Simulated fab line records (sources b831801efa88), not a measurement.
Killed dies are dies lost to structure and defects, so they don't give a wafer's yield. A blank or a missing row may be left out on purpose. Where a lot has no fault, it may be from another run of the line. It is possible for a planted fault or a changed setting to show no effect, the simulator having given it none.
Tool commonality check | flow gf180mcu | 13 lots and 39 wafers in the sample

== THE REASON FOR OPENING IT ==
Flagged at GF_CONTACT_CD_MEAS_14: reading cd nm, on 1 of 13 lots. Fault-free wafers read 220.6 nm, with a standard deviation of 1.2.
Rule: a lot is flagged when every wafer of it that has a number lies more than 4 standard deviations from that mean, or none has a number. All remaining lots are regarded as sound.

lot  | measured     | on        | cd nm (nm), wafer by wafer | flag
L144 | day 16 23:40 | cd sem-01 | 218.4 218.9 218.4          |
L143 | day 17 02:53 | cd sem-01 | 220.9 221.1 221.3          |
L145 | day 17 16:10 | cd sem-02 | 220.6 219.6 219.3          |
L153 | day 20 17:27 | cd sem-01 | 176.3 176.3 175.8          | FLAGGED
L154 | day 21 05:59 | cd sem-01 | 220.6 220.2 219.8          |
L156 | day 21 21:49 | cd sem-01 | 219.6 220.4 221.8          |
L158 | day 22 12:55 | cd sem-01 | 220.3 221.3 220.0          |
L157 | day 22 15:27 | cd sem-02 | 219.6 217.9 218.6          |
L159 | day 23 01:41 | cd sem-01 | 220.8 220.0 220.1          |
L160 | day 23 09:37 | cd sem-01 | 218.9 221.5 221.6          |
L162 | day 23 13:06 | cd sem-01 | 222.5 220.2 221.7          |
L161 | day 23 15:12 | cd sem-01 | 221.5 221.5 220.4          |
L163 | day 24 02:51 | cd sem-02 | 221.6 221.8 221.9          |
On average the flagged lots' numbers are 176.1 nm, which is -44.5 nm against the usual, or -37 standard deviations.

== EACH LOT AND THE TOOL IT RAN ON ==
Before the reading, the record contains 2 process steps out of a 602-step route. Each cell gives the tool, then ch followed by the chambers the sampled wafers passed through, then the start.
lot  | flag    | GF_SAB_CVD_00                   | GF_CONTACT_EXPOSE_11
L144 |         | pecvd-03 ch 0,1,2, day 15 02:24 | krf scanner-02 ch 0, day 16 12:34
L143 |         | pecvd-03 ch 1,2, day 15 05:18   | krf scanner-02 ch 0, day 16 15:32
L145 |         | pecvd-04 ch 0,1,2, day 15 17:12 | krf scanner-02 ch 0, day 17 05:16
L153 | FLAGGED | pecvd-04 ch 0,1,2, day 18 16:20 | krf scanner-01 ch 0, day 20 06:04
L154 |         | pecvd-02 ch 0,1,2, day 19 05:03 | krf scanner-01 ch 0, day 20 18:12
L156 |         | pecvd-03 ch 0,2, day 19 20:28   | krf scanner-01 ch 0, day 21 10:16
L158 |         | pecvd-03 ch 0,1, day 20 12:29   | krf scanner-02 ch 0, day 22 01:07
L157 |         | pecvd-02 ch 0,1,2, day 20 14:59 | krf scanner-02 ch 0, day 22 03:27
L159 |         | pecvd-02 ch 1,2, day 21 01:54   | krf scanner-02 ch 0, day 22 14:41
L160 |         | pecvd-02 ch 0,1,2, day 21 08:53 | krf scanner-01 ch 0, day 22 22:00
L162 |         | pecvd-04 ch 0,1,2, day 21 13:17 | krf scanner-02 ch 0, day 23 01:26
L161 |         | pecvd-03 ch 0,1,2, day 21 17:14 | krf scanner-01 ch 0, day 23 04:29
L163 |         | pecvd-02 ch 0,1,2, day 22 04:32 | krf scanner-02 ch 0, day 23 16:40
These steps, and what they do:
- GF_SAB_CVD_00: deposits SiO2 from TEOS, target thk 50 nm, time 4.9302 s.
- GF_CONTACT_EXPOSE_11: exposes mask Contact, target cd 220 nm.
- GF_CONTACT_CD_MEAS_14: target cd 220 nm.

== FLAGGED OVER TOTAL, TOOL BY TOOL (the gauges that took the reading come last) ==
step                  | tool           | lots run | flagged | share of the flagged lots | sound lots run after its first flagged lot
GF_SAB_CVD_00         | pecvd-02       | 5        | 0       | none                      | -
GF_SAB_CVD_00         | pecvd-03       | 5        | 0       | none                      | -
GF_SAB_CVD_00         | pecvd-04       | 3        | 1       | all                       | 1 (L162)
GF_CONTACT_EXPOSE_11  | krf scanner-01 | 5        | 1       | all                       | 4 (L154,L156,L160,L161)
GF_CONTACT_EXPOSE_11  | krf scanner-02 | 8        | 0       | none                      | -
GF_CONTACT_CD_MEAS_14 | cd sem-01      | 10       | 1       | all                       | 7 (L154,L156,L158,L159,L160,L162,L161)
GF_CONTACT_CD_MEAS_14 | cd sem-02      | 3        | 0       | none                      | -

== WHAT THE TABLE PERMITS ==
Rows of the table that ran every flagged lot, 3 in all: pecvd-04 at GF_SAB_CVD_00, krf scanner-01 at GF_CONTACT_EXPOSE_11, cd sem-01 at GF_CONTACT_CD_MEAS_14.
- pecvd-04 at GF_SAB_CVD_00 ran 3 lots, 1 of them flagged. Sound lots followed the first flagged one (L162) on it, something a lasting fault affecting the whole tool could not allow.
- krf scanner-01 at GF_CONTACT_EXPOSE_11 ran 5 lots, 1 of them flagged. Sound lots followed the first flagged one (L154, L156, L160, L161) on it, something a lasting fault affecting the whole tool could not allow.
- cd sem-01 at GF_CONTACT_CD_MEAS_14 ran 10 lots, 1 of them flagged. Sound lots followed the first flagged one (L154, L156, L158, L159, L160, L162, L161) on it, something a lasting fault affecting the whole tool could not allow.
Every row of the table either missed a flagged lot or ran a sound lot after the first.

== WHAT THE SIMULATOR PUT IN ==
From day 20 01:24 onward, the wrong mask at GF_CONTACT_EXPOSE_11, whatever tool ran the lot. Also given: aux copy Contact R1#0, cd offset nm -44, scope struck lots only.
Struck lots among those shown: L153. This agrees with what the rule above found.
